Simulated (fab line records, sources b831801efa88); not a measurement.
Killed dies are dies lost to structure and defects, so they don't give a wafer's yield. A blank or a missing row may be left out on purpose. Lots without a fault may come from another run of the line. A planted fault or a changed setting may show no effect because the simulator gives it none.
Which tool did it? | flow sky130 | 7 lots, 21 wafers sampled, at 4 steps of a route of 708

WHAT THE GAUGES READ, wafer by wafer
SKY_METAL2_RS_MEAS_05: measures by four-point-probe.
lot  | measured     | on            | METAL2_ALCU_RS (ohm/sq)
L297 | day 34 10:16 | film_metro-01 | 0.1276 0.1300 0.1279
L300 | day 35 13:28 | film_metro-03 | 0.1262 0.1263 0.1245
L301 | day 36 07:38 | film_metro-04 | 0.1277 0.1258 0.1274
L304 | day 37 08:56 | film_metro-01 | 0.1239 0.1281 0.1265
L306 | day 38 05:42 | film_metro-04 | 0.0887 0.1252 0.1245 0.0888 0.1254 0.1245
L312 | day 39 14:56 | film_metro-03 | 0.1273 0.1272 0.1288
L318 | day 40 22:13 | film_metro-03 | 0.1245 0.1280 0.1249

WHICH TOOL RAN EACH LOT (tool, then ch and the chambers of the sampled wafers, then the start)
lot  | SKY_VIA1_CMP_02               | SKY_VIA1_SPUTTER_20          | SKY_METAL2_SPUTTER_02
L297 | cmp-02 ch 0,1, day 33 05:32   | pvd_sputter-01, day 34 09:28 | pvd_sputter-03, day 34 10:08
L300 | cmp-02 ch 1,2, day 34 08:24   | pvd_sputter-02, day 35 12:39 | pvd_sputter-04, day 35 13:20
L301 | cmp-02 ch 0,2,3, day 35 03:48 | pvd_sputter-01, day 36 06:51 | pvd_sputter-03, day 36 07:32
L304 | cmp-01 ch 1,2,3, day 36 04:19 | pvd_sputter-04, day 37 08:10 | pvd_sputter-04, day 37 08:50
L306 | cmp-01 ch 0,1,2, day 37 01:23 | pvd_sputter-04, day 38 04:53 | pvd_sputter-04, day 38 05:37
L312 | cmp-02 ch 2,3, day 38 12:29   | pvd_sputter-04, day 39 14:08 | pvd_sputter-03, day 39 14:49
L318 | cmp-01 ch 0,1,3, day 39 20:22 | pvd_sputter-04, day 40 21:26 | pvd_sputter-03, day 40 22:07
- SKY_VIA1_CMP_02: polishes SiO2.
- SKY_VIA1_SPUTTER_20: material TiN, target thk 20 nm, time 80 s.
- SKY_METAL2_SPUTTER_02: material AlCu, target thk 250 nm, time 13.3 s.

THE ANSWER, worked out from the rows above alone
Rule: what is usual is taken from the lots themselves. Put in order of their means at a reading, lots are off if they are a third of the lots or fewer, leave a main group of 4 or more, and stand apart from it by a gap of 3 or more times the standard deviation of the main group's means; of several such gaps the widest counts. A main group whose means are all the same, to the digits that the tables above print for the reading, isn't used. A lot without any number at a reading at which 4 lots or more have one is off too. The other lots that the step has rows for count as sound.
Off: L306, at SKY_METAL2_RS_MEAS_05 (METAL2_ALCU_RS). The main group: mean 0.1268 ohm/sq, standard deviation 0.001.
A tool fits if, at a process step before that reading, it ran every lot that is off, and no sound lot after the first of them. The gauges at SKY_METAL2_RS_MEAS_05 are tried like those tools. Can't be told from this: 2 tools fit, pvd_sputter-04 at SKY_METAL2_SPUTTER_02, film_metro-04 at SKY_METAL2_RS_MEAS_05.

WHAT THE SIMULATOR HAD PUT IN
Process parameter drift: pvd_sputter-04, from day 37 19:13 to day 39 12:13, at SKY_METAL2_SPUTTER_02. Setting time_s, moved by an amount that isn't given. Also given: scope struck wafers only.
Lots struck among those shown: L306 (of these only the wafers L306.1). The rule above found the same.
